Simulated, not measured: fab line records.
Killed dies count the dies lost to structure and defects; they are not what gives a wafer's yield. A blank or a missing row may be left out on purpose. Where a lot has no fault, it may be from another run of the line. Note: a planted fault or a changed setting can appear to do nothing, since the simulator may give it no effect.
fab line records | flow sky130
[record] lots = 6 wafers = 18 last-day = 47
route steps=708 shown GATE_OXIDE@201 POLY_GATE@204 RES_PROTECT@206 PAD_OPEN@708
lots untouched by any fault: they come from a run of this same line in which no faults occurred
start-h: hours from the record's first day to the start of the lot's first wafer shown | wait-h: hours elapsed since this lot's preceding step | " as in the row above | L1.1+2: several wafers, shown together as one row | - either no value or no given start | * or withheld: withheld | < > ~ a bound
route shown NAME@n: NAME is a module with steps in the file, n the number in the route of the first one | usual: the fault-free wafers' mean and standard deviation | same: alike in all rows | chamber/n: place in a boat | sites: the reading at each site | _std_site: the values' standard deviation | _edge_site: inner sites' mean taken away from outer sites' mean | radius-mm: for every site, how far away it sits from the centre of the wafer | mask NAME#n: copy n | behind: the last tool/chamber to shape the wafer | hold: what put the lot on hold/how long, in hours/how the hold closed | device: the n, p or np transistor that did not switch | end of line: tests of these same wafers at the route's end | where a step has no rows: the recipe by itself | killed: dies lost to structure and defects at the first sort, not the wafer's yield | map: a wafer's dies, marking killed ones x, the rest . and places with no die _
set.NAME: the setting as run; set.NAME@STEP: as run at that earlier step | model.NAME: the simulator's own value behind a step, which no gauge read
a table for each step, a row for each wafer; lots at some steps of the route
services: the hour from which a tool's chamber was out of use, counted from the record's first day as start-h (under 0 if before that day), plus the number of hours and why
[[steps]]
[step SKY_GATE_OXIDE_TW_MEAS_14]
[usual] GATE_OXIDE_TW = 225.4/2.4
// columns lot.wafer tool chamber start-h wait-h GATE_OXIDE_TW
L379.1 film-metro-01 - 349.88 0.1 224.3
L379.2 " - " " 223.4
L379.4 " - " " 222.8
L382.2 film-metro-02 - 350.50 0.1 228.5
L382.5 " - " " 229.0
L382.6 " - " " 229.3
L378.2 film-metro-02 - 354.55 0.1 229.5
L378.4 " - " " 229.3
L378.6 " - " " 226.1
L380.2 film-metro-02 - 357.20 0.1 228.9
L380.3 " - " " 228.7
L380.6 " - " " 228.1
L381.3 film-metro-03 - 358.76 0.1 222.9
L381.5 " - " " 222.3
L381.6 " - " " 223.8
L383.1 film-metro-01 - 370.68 0.1 224.5
L383.2 " - " " 224.1
L383.3 " - " " 224.0
[step SKY_GATE_OXIDE_CLEAN_15]
[recipe] chemistry = SC1/SC2 mix = 1:4:20 temp-c = 70 time-s = 150 dry = n2-spin
[step SKY_GATE_OXIDE_OXIDATION_16]
[recipe] temp-c = 800 ambient = O2 idle-temp-c = 700 ramp-up-c-per-min = 10 ramp-down-c-per-min = 3 stabilise-s = 600 purge-s = 300 target-thk-a = 35.7 ox-time-s = 1915
[step SKY_POLY_GATE_CVD_00]
[recipe] material = poly-Si target-thk-nm = 180 temp-c = 620 time-s = 720 pressure-mtorr = 200
[step SKY_POLY_GATE_THK_MEAS_01]
[recipe] reads = poly-Si_of_POLY_GATE_CVD_00
[usual] POLY_GATE_CVD_00_THK = 180.7/1.2
// columns lot.wafer tool chamber start-h wait-h POLY_GATE_CVD_00_THK[nm]
L379.1 film-metro-01 - 352.72 0.0 181.7
L379.2 " - " " 182.8
L379.4 " - " " 182.1
L382.2 film-metro-04 - 354.37 0.0 180.4
L382.5 " - " " 179.0
L382.6 " - " " 178.2
L378.2 film-metro-02 - 358.59 0.0 181.1
L378.4 " - " " 179.1
L378.6 " - " " 179.3
L380.2 film-metro-04 - 361.93 0.0 180.2
L380.3 " - " " 181.5
L380.6 " - " " 180.1
L381.3 film-metro-02 - 361.94 0.0 181.6
L381.5 " - " " 181.8
L381.6 " - " " 179.5
L383.1 film-metro-01 - 374.12 0.0 180.4
L383.2 " - " " 180.4
L383.3 " - " " 180.9
[step SKY_RES_PROTECT_DEHYDRATE_00]
[recipe] temp-c = 200 time-s = 60
[step SKY_RES_PROTECT_HMDS_01]
[recipe] prime-time-s = 60 prime-temp-c = 120
[step SKY_RES_PROTECT_COAT_02]
[recipe] resist = NOVOLAK spin-rpm = 3000 resist-thk-nm = 1140
[step SKY_RES_PROTECT_SOFTBAKE_03]
[recipe] temp-c = 90 time-s = 60 resist = NOVOLAK
[step SKY_RES_PROTECT_EXPOSE_04]
[recipe] mask-id = RPM na = 0.6 source-shape = conventional sigma-outer = 0.6 polarization = unpolarized target-cd-nm = 1270 dose-mj = 131
[step SKY_RES_PROTECT_PEB_05]
[recipe] temp-c = withheld time-s = * resist = NOVOLAK
[step SKY_RES_PROTECT_DEVELOP_06]
[recipe] resist = NOVOLAK developer = TMAH develop-time-s = 57.33 dev-temp-c = 23
[step SKY_POLY_GATE_IMPLANT_02]
[recipe] species = P energy-kev = 30 dose-cm2 = 7.7e+15 tilt-deg = 0
[usual] implant-ion-amu = 31/0 tilt-deg = 0.000/0.022
// columns lot.wafer tool chamber start-h wait-h implant-ion-amu tilt-deg model.implant.rp-nm model.implant.drp-nm
L379.1 implanter-02 0 380.74 0.1 31 -0.021 35.51 16.6
L379.2 " 0 " " 31 -0.006 35.51 16.6
L379.4 " 0 " " 31 -0.008 35.51 16.6
L382.2 implanter-02 0 382.36 0.1 31 0.009 37 16.6
L382.5 " 0 " " 31 0.003 37 16.6
L382.6 " 0 " " 31 -0.010 37 16.6
L378.2 implanter-02 0 386.13 0.1 31 -0.003 37.22 16.6
L378.4 " 0 " " 31 0.016 37.22 16.6
L378.6 " 0 " " 31 0.007 37.22 16.6
L380.2 implanter-01 0 388.62 0.1 75 0.001 21.27 9.641
L380.3 " 0 " " 75 0.005 21.27 9.641
L380.6 " 0 " " 75 -0.025 21.27 9.641
L381.3 implanter-02 0 388.94 0.1 75 0.013 21.09 9.641
L381.5 " 0 " " 75 -0.001 21.09 9.641
L381.6 " 0 " " 75 -0.012 21.09 9.641
L383.1 implanter-01 0 401.94 0.1 75 -0.036 22.23 9.641
L383.2 " 0 " " 75 -0.025 22.23 9.641
L383.3 " 0 " " 75 -0.042 22.23 9.641
[step SKY_RES_PROTECT_STRIP_07]
[recipe] chemistry = O2/N2 power-w = 1400 pressure-mtorr = 1500 platen-temp-c = withheld o2-flow-sccm = 3000 n2-flow-sccm = 300 overash-fraction = 0.5
[usual] drypump-motor-current-A = 6.0/0.49 oes-product-au = 0.517/0.005 strip-time-to-endpoint-s = 23.30/0.041
// columns lot.wafer tool chamber start-h wait-h drypump-motor-current-A oes-product-au rf-hours-counter-h strip-time-to-endpoint-s
L379.1 plasma-asher-01 1 380.89 0.1 6.3 0.520 73 23.28
L379.2 " 0 " " 5.7 0.522 73 23.26
L379.4 " 0 " " 5.6 0.513 - 23.26
L382.2 plasma-asher-04 0 382.49 0.1 6.3 0.522 67 23.31
L382.5 " 0 " " 6.3 0.524 - 23.38
L382.6 " 1 " " 6.8 0.510 - 23.35
L378.2 plasma-asher-03 1 386.25 0.1 5.6 0.526 55 23.30
L378.4 " 1 " " 5.6 0.525 - 23.30
L378.6 " 0 " " 5.5 0.512 - 23.35
L380.2 plasma-asher-01 1 388.74 0.1 6.3 0.559 73 20.43
L380.3 " 1 " " 6.3 0.556 - 20.43
L380.6 " 0 " " 5.7 0.554 - 20.44
L381.3 plasma-asher-04 0 389.07 0.1 6.3 0.562 - 20.43
L381.5 " 1 " " 6.8 0.553 - 20.43
L381.6 " 0 " " 6.3 0.559 - 20.39
L383.1 plasma-asher-01 0 402.09 0.1 5.7 0.563 75 20.44
L383.2 " 1 " " 6.3 0.563 75 20.43
L383.3 " 1 " " 6.2 0.564 - 20.49
[step SKY_RES_PROTECT_TW_MEAS_08]
[usual] POLY_GATE_TW = 4026/59
// columns lot.wafer tool chamber start-h wait-h POLY_GATE_TW
L379.1 film-metro-04 - 380.99 0.1 3976
L379.2 " - " " 3973
L379.4 " - " " 3953
L382.2 film-metro-03 - 382.60 0.1 4017
L382.5 " - " " 4030
L382.6 " - " " 4025
L378.2 film-metro-03 - 386.36 0.1 4011
L378.4 " - " " 4017
L378.6 " - " " 4036
L380.2 film-metro-03 - 388.85 0.1 3540
L380.3 " - " " 3542
L380.6 " - " " 3551
L381.3 film-metro-02 - 389.16 0.1 3646
L381.5 " - " " 3672
L381.6 " - " " 3648
L383.1 film-metro-03 - 402.19 0.1 3565
L383.2 " - " " 3576
L383.3 " - " " 3566
[step SKY_RES_PROTECT_CLEAN_09]
[recipe] chemistry = SC1/SC2 mix = 1:4:20 temp-c = 70 time-s = 150 dry = n2-spin
[step SKY_PAD_OPEN_PROBE_99]
[usual] killed_at_M0_to_M3 = 44/6.7 killed_at_M4_up = 3.1/1.8 killed-at-contacts = 24/5.1 killed-at-front-end = 16/4.7 killed-at-other = 0.3/0.59 killed-dies = 88/9.6 killed-open = 48/7.3 killed-short = 39/6.5
[same] gross-dies = 492 killed-at-back-side = 0
// columns lot.wafer tool chamber start-h wait-h killed_at_M0_to_M3 killed_at_M4_up killed-at-contacts killed-at-front-end killed-at-other killed-dies killed-open killed-short
L378.2 prober-02 - 1112.93 0.1 45 2 30 12 0 89 57 32
L378.4 prober-02 - 1113.03 0.2 34 5 26 12 1 78 42 35
L378.6 prober-02 - 1113.13 0.2 44 1 27 14 0 86 47 39
L383.1 prober-01 - 1121.46 0.1 50 1 28 25 0 104 55 48
L383.3 prober-01 - 1121.56 0.2 51 3 31 27 0 112 64 48
// killed by level:class
L378.2 CONTACT:geometric-particle:open=18 VIA3:geometric-particle:open=11 VIA1:geometric-particle:open=10 CONTACT:geometric-particle:short=8 VIA1:geometric-particle:short=7 METAL2:geometric-particle:short=7 VIA2:geometric-particle:open=5 LI_CONTACT:geometric-particle:open=4
L378.4 CONTACT:geometric-particle:open=15 VIA1:geometric-particle:open=8 METAL2:geometric-particle:short=7 CONTACT:geometric-particle:short=6 FIELD_ISO:geometric-particle:open=5 VIA3:geometric-particle:open=5 VIA1:geometric-particle:short=5 FIELD_ISO:geometric-particle:short=4
L378.6 CONTACT:geometric-particle:open=14 VIA1:geometric-particle:open=9 METAL2:geometric-particle:short=9 CONTACT:geometric-particle:short=6 VIA2:geometric-particle:open=6 FIELD_ISO:geometric-particle:short=5 LI_CONTACT:geometric-particle:open=5 VIA3:geometric-particle:open=4
L383.1 VIA1:geometric-particle:open=16 CONTACT:geometric-particle:open=10 VIA3:geometric-particle:open=9 POLY_GATE:geometric-particle:open=8 CONTACT:geometric-particle:short=7 METAL1:geometric-particle:short=6 METAL3:geometric-particle:short=6 FIELD_ISO:geometric-particle:short=5
L383.3 CONTACT:geometric-particle:open=10 VIA1:geometric-particle:open=10 VIA3:geometric-particle:open=9 FIELD_ISO:geometric-particle:open=8 POLY_GATE:geometric-particle:open=8 METAL1:geometric-particle:short=7 LOCAL_INTERCONNECT:geometric-particle:short=7 VIA1:geometric-particle:short=7
[[services]]
// columns tool chamber start-h hours kind
implanter-01 - 383.04 5.5 pm
implanter-01 - 393.21 3.4 repair
[[key]]
[first-sign] step = SKY_POLY_GATE_IMPLANT_02 reading = implant-ion-amu direction = up sigmas = 99+ usual = 31 struck = 75
[effect] step = SKY_RES_PROTECT_STRIP_07 reading = strip-time-to-endpoint-s direction = down sigmas = 71 usual = * struck = *
[effect] step = SKY_RES_PROTECT_TW_MEAS_08 reading = POLY_GATE_TW direction = down sigmas = 7.4 usual = 4026 struck = 3590
[model-effect] step = SKY_POLY_GATE_IMPLANT_02 value = implant.rp-nm without = 36.86 struck = 21.53
met-at SKY_POLY_GATE_IMPLANT_02
struck-wafers L380.2,L380.3,L380.6,L381.3,L381.5,L381.6,L383.1,L383.2,L383.3
rows-end L380.2,L380.3,L380.6,L381.3,L381.5,L381.6,L383.2
tester-left-out L383
[fault] kind = wrong-recipe-download tool = implanter-01,implanter-02,implanter-03 chamber = - onset-h = 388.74 steps = SKY_POLY_GATE_IMPLANT_02 wrong-recipe.not-listed = 1
// tester-left-out: of these lots the tester's yield and bins aren't shown, on N5 and GAA mostly nor the transistor test; their killed dies are dies lost to structure and defects alone, not to doping, threshold or leakage, so they don't give the yield
// rows-end: these wafers met a further fault down the route, and their rows from its step on are left out
